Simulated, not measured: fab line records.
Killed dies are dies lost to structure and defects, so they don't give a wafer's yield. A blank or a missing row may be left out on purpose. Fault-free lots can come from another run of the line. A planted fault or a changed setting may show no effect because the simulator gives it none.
Lot-split experiment :: flow sky130 :: 23 wafers read across 5 lots, on a route 708 steps long

## ABOUT THE SPLIT
At SKY_METAL4_EXPOSE_10 (exposes mask MM4, target cd 300 nm), the setting doseMj was moved away from the recipe's 28 on 9 of the 23 wafers read, by -6.1% to +6.8%. For the rest of the wafers, this setting stayed at what the recipe calls for.

## FROM THE SPLIT TO THE READING: what the file shows between them, 2 steps
- SKY_METAL4_PEB_11
- SKY_METAL4_DEVELOP_12: develop time 60 s

## THE READING
cdNm (nm) at SKY_METAL4_CD_MEAS_13, where the cd target is 300 nm. A value of 300.3 nm with a standard deviation of 1.3 nm is what fault-free wafers of this fab line usually give.

wafer: L074.2
tool, chamber at the split: krfScanner-01, 0
doseMj as run: 28
against the recipe: recipe
cdNm, nm: 299.5
against lot-mates on the recipe: -

wafer: L074.3
tool, chamber at the split: krfScanner-01, 0
doseMj as run: 28
against the recipe: recipe
cdNm, nm: 298.6
against lot-mates on the recipe: -

wafer: L074.4
tool, chamber at the split: krfScanner-01, 0
doseMj as run: 28
against the recipe: recipe
cdNm, nm: 299.3
against lot-mates on the recipe: -

wafer: L075.1
tool, chamber at the split: krfScanner-01, 0
doseMj as run: 28
against the recipe: recipe
cdNm, nm: 299.7
against lot-mates on the recipe: -

wafer: L075.2
tool, chamber at the split: krfScanner-01, 0
doseMj as run: 29.91
against the recipe: +6.8%
cdNm, nm: 287.6
against lot-mates on the recipe: -11.8

wafer: L075.3
tool, chamber at the split: krfScanner-01, 0
doseMj as run: 28
against the recipe: recipe
cdNm, nm: 299.1
against lot-mates on the recipe: -

wafer: L075.5
tool, chamber at the split: krfScanner-01, 0
doseMj as run: 29.91
against the recipe: +6.8%
cdNm, nm: 286.5
against lot-mates on the recipe: -12.9

wafer: L075.6
tool, chamber at the split: krfScanner-01, 0
doseMj as run: 29.91
against the recipe: +6.8%
cdNm, nm: 285.8
against lot-mates on the recipe: -13.6

wafer: L080.1
tool, chamber at the split: krfScanner-01, 0
doseMj as run: 26.28
against the recipe: -6.1%
cdNm, nm: 311.3
against lot-mates on the recipe: +10.5

wafer: L080.2
tool, chamber at the split: krfScanner-01, 0
doseMj as run: 28
against the recipe: recipe
cdNm, nm: 300.7
against lot-mates on the recipe: -

wafer: L080.3
tool, chamber at the split: krfScanner-01, 0
doseMj as run: 28
against the recipe: recipe
cdNm, nm: 300.9
against lot-mates on the recipe: -

wafer: L080.4
tool, chamber at the split: krfScanner-01, 0
doseMj as run: 26.28
against the recipe: -6.1%
cdNm, nm: 311.5
against lot-mates on the recipe: +10.7

wafer: L080.5
tool, chamber at the split: krfScanner-01, 0
doseMj as run: 28
against the recipe: recipe
cdNm, nm: 300.7
against lot-mates on the recipe: -

wafer: L083.1
tool, chamber at the split: krfScanner-02, 0
doseMj as run: 28
against the recipe: recipe
cdNm, nm: 301.7
against lot-mates on the recipe: -

wafer: L083.2
tool, chamber at the split: krfScanner-02, 0
doseMj as run: 26.93
against the recipe: -3.8%
cdNm, nm: 308.0
against lot-mates on the recipe: +6.1

wafer: L083.3
tool, chamber at the split: krfScanner-02, 0
doseMj as run: 28
against the recipe: recipe
cdNm, nm: 302.7
against lot-mates on the recipe: -

wafer: L083.5
tool, chamber at the split: krfScanner-02, 0
doseMj as run: 26.93
against the recipe: -3.8%
cdNm, nm: 308.4
against lot-mates on the recipe: +6.5

wafer: L083.6
tool, chamber at the split: krfScanner-02, 0
doseMj as run: 28
against the recipe: recipe
cdNm, nm: 301.4
against lot-mates on the recipe: -

wafer: L085.1
tool, chamber at the split: krfScanner-01, 0
doseMj as run: 28.94
against the recipe: +3.4%
cdNm, nm: 295.7
against lot-mates on the recipe: -4.4

wafer: L085.2
tool, chamber at the split: krfScanner-01, 0
doseMj as run: 28
against the recipe: recipe
cdNm, nm: 299.3
against lot-mates on the recipe: -

wafer: L085.3
tool, chamber at the split: krfScanner-01, 0
doseMj as run: 28
against the recipe: recipe
cdNm, nm: 299.9
against lot-mates on the recipe: -

wafer: L085.4
tool, chamber at the split: krfScanner-01, 0
doseMj as run: 28
against the recipe: recipe
cdNm, nm: 301.2
against lot-mates on the recipe: -

wafer: L085.6
tool, chamber at the split: krfScanner-01, 0
doseMj as run: 28.94
against the recipe: +3.4%
cdNm, nm: 294.0
against lot-mates on the recipe: -6.1

THE FIT
A straight line over all 23 wafers: cdNm changes by -1.92 nm for each +1% of doseMj; r = -0.99; the points scatter about the line by 1.1 nm.
The same after taking each lot's own level away (the mean of its wafers on the recipe; 23 wafers): -1.78 nm for each +1%; r = -0.99; scatter 0.67 nm.
The reading moves by 12 nm for the largest change in doseMj, on that fit.
Across the lots, their own levels run from 299.13 to 301.93 nm, a range of 2.2 times the standard deviation given above.
The two slopes agree, so the slope changes little with the lot-to-lot level.
Check: with one of the wafers moved furthest among these (+6.8%) left out of the fit, the line predicts -12.3 nm for it against its lot-mates. Against them it came out at -11.8 nm.

## FURTHER SPLITS ON THESE WAFERS
These wafers also went through other splits before the reading. Each is held against what the fit with the lots' levels taken away leaves over:
other split on the same wafers: SKY_VIA2_ETCH_14 timeS
wafers away from the commonest value: 7
r with cdNm (lot level and that fit taken away): -0.39

other split on the same wafers: SKY_VIA2_SPUTTER_20 chamberPressurePa
wafers away from the commonest value: 10
r with cdNm (lot level and that fit taken away): -0.23

other split on the same wafers: SKY_METAL3_SPUTTER_01 timeS
wafers away from the commonest value: 5
r with cdNm (lot level and that fit taken away): +0.07

other split on the same wafers: SKY_CAPM_EXPOSE_09 doseMj
wafers away from the commonest value: 7
r with cdNm (lot level and that fit taken away): -0.26

other split on the same wafers: SKY_CAPM_METAL_ETCH_13 icpW
wafers away from the commonest value: 9
r with cdNm (lot level and that fit taken away): -0.16

other split on the same wafers: SKY_METAL3_DEVELOP_12 developTimeS
wafers away from the commonest value: 7
r with cdNm (lot level and that fit taken away): -0.23

other split on the same wafers: SKY_VIA3_CVD_21 pressureTorr
wafers away from the commonest value: 10
r with cdNm (lot level and that fit taken away): +0.13

other split on the same wafers: SKY_METAL4_SPUTTER_04 powerW
wafers away from the commonest value: 5
r with cdNm (lot level and that fit taken away): -0.23

other split on the same wafers: SKY_CAP2M_COAT_07 resistThkNm
wafers away from the commonest value: 11
r with cdNm (lot level and that fit taken away): +0.27

other split on the same wafers: SKY_CAP2M_DEVELOP_11 devTempC
wafers away from the commonest value: 11
r with cdNm (lot level and that fit taken away): -0.08

## THE WHOLE CHAIN: every reading that the file lists as answering this split, in the file's order
step: SKY_METAL4_CD_MEAS_13
what it does: target cd 300 nm
reading: cdNm
change (the file's fit): -1.77 nm for each +1% of the setting
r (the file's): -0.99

step: SKY_METAL4_DESCUM_15
what it does: chemistry O2, time 8 s
reading: METAL4.cdNm (the simulator's own value, which no gauge read)
change (the file's fit): -1.72 nm for each +1% of the setting
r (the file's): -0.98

## FILE'S OWN FIT
cdNm changes by -1.77 nm for each +1% of doseMj, r = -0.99.
